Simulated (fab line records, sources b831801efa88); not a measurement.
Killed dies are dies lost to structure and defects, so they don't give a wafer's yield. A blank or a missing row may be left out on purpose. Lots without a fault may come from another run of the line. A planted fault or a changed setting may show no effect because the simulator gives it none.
A struck lot beside a sound one | flow sky130 | 15 steps out of a route of 708
Sound: wafers L790.2, L790.3, L790.4. Struck: wafer L795.5. (L795.1, L795.3 of the same lot were not struck and are left out.) The cause comes at the end.
At each step with rows: each side's tool, then ch and its chambers, then its first start. Under that, the readings that differ: sound wafers | struck wafers | difference of the means | sigmas: that difference in standard deviations of wafers without a fault.
alike: readings whose means differ by less than 2 such deviations, and words and numbers that are the same on both sides. not compared: withheld readings, readings that some wafer has no value for, bounds like >300 that may hide the same value, and numbers for which the record gives no deviation and whose values overlap.
The two part at a step that has a row with sigmas, a row that says differs or no value, or rows on one side only. Numbers that don't overlap but have no deviation are shown without sigmas and don't part them. A reading that every wafer of one side lacks parts them only if that side has two wafers or more.

first, 4 steps without rows for these wafers: SKY_LDD_P_SOFTBAKE_03 (time 60 s); SKY_LDD_P_EXPOSE_04 (exposes mask PSDM, target cd 380 nm); SKY_LDD_P_PEB_05; SKY_LDD_P_DEVELOP_06 (develop time 60 s).
SKY_LDD_P_CD_MEAS_07: target cd 380 nm.
  sound on cd_sem-01, day 20 04:43; struck on cd_sem-02, day 22 07:55
  alike: cd_nm
SKY_LDD_P_OVL_MEAS_08:
  sound on overlay-02, day 20 04:49; struck on overlay-01, day 22 08:02
  reading        | sound          | struck | difference | sigmas
  LDD_P_OVL (nm) | -1.2 -1.5 -2.5 | 2.4    | +4.1       | +3
then, 1 step without rows for these wafers: SKY_LDD_P_IMPLANT_09.
SKY_LDD_P_STRIP_10: strips in O2/N2.
  sound on plasma_asher-01 ch 0,1, day 20 04:59; struck on plasma_asher-01 ch 1, day 22 08:14
  alike: drypump_motor_current_A, oes_product_au, strip_time_to_endpoint_s
  not compared: rf_hours_counter_h
SKY_LDD_P_TW_MEAS_11:
  sound on film_metro-04, day 20 05:06; struck on film_metro-03, day 22 08:20
  alike: LDD_P_TW
then, 3 steps without rows for these wafers: SKY_LDD_HVN_DEHYDRATE_00 (time 60 s); SKY_LDD_HVN_HMDS_01 (prime time 60 s); SKY_LDD_HVN_COAT_02 (resist thk 300 nm).
SKY_LDD_HVN_SOFTBAKE_03: time 60 s.
  sound on litho_track-03 ch 0, day 20 21:06; struck on litho_track-03 ch 0, day 22 22:52
  reading                  | sound             | struck | difference | sigmas
  heater_power_total_W (W) | 56.55 56.63 56.56 | 57.12  | +0.54      | +12
  run_length_s (s)         | 89.30 89.18 89.16 | 87.35  | -1.86      | -9
  not compared: plate_temp_C
then, 1 step without rows for these wafers: SKY_LDD_HVN_EXPOSE_04 (exposes mask HVNTM, target cd 700 nm).
-- the record jumps here: 25 days lie between the struck wafers' starts before and after (it left off in module LDD_HVN and takes up again in module PAD_OPEN, whose first step shown is number 708 of the route) --
SKY_PAD_OPEN_PROBE_99:
  sound on prober-01, day 46 13:26; struck on prober-02, day 47 23:56
  alike: killed_at_M0_to_M3, killed_at_M4_up, killed_at_contacts, killed_at_front_end, killed_at_other, killed_dies, killed_open, killed_short

WHERE THEY PART
First at SKY_LDD_P_OVL_MEAS_08; last, within this record, at SKY_LDD_HVN_SOFTBAKE_03. Later steps at which nothing parts them and some readings are alike: SKY_PAD_OPEN_PROBE_99.

WHY: what the simulator had put in
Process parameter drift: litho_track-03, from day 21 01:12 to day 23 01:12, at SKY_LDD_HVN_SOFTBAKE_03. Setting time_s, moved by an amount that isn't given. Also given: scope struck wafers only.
